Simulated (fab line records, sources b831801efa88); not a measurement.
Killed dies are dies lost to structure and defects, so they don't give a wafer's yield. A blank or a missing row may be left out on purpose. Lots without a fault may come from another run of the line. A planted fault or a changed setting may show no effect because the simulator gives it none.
Which tool did it? | flow sky130 | 7 lots, 21 wafers sampled, at 1 step of a route of 708

WHAT THE GAUGES READ, wafer by wafer
SKY_POLY_GATE_CD_MEAS_22.
lot  | measured     | on        | cd_nm (nm)
L691 | day 17 09:17 | cd_sem-02 | 148.0 150.8 146.0
L695 | day 19 14:26 | cd_sem-02 | 150.9 151.0 152.0
L697 | day 20 09:38 | cd_sem-02 | 149.2 147.5 146.2
L699 | day 21 07:09 | cd_sem-02 | 146.0 152.0 145.7
L701 | day 21 11:37 | cd_sem-01 | 147.8 148.8 150.1
L703 | day 22 05:22 | cd_sem-01 | 145.6 151.1 149.8
L712 | day 25 07:17 | cd_sem-02 | 149.0 149.2 151.6

WHICH TOOL RAN EACH LOT (tool, then ch and the chambers of the sampled wafers, then the start)
The record holds no process step before these readings.

THE ANSWER, worked out from the rows above alone
Rule: what is usual is taken from the lots themselves. Put in order of their means at a reading, lots are off if they are a third of the lots or fewer, leave a main group of 4 or more, and stand apart from it by a gap of 3 or more times the standard deviation of the main group's means; of several such gaps the widest counts. A main group whose means are all the same, to the digits that the tables above print for the reading, isn't used. A lot without any number at a reading at which 4 lots or more have one is off too. The other lots that the step has rows for count as sound.
No lot is off at any reading shown: from this, nothing can be told.

WHAT THE SIMULATOR HAD PUT IN
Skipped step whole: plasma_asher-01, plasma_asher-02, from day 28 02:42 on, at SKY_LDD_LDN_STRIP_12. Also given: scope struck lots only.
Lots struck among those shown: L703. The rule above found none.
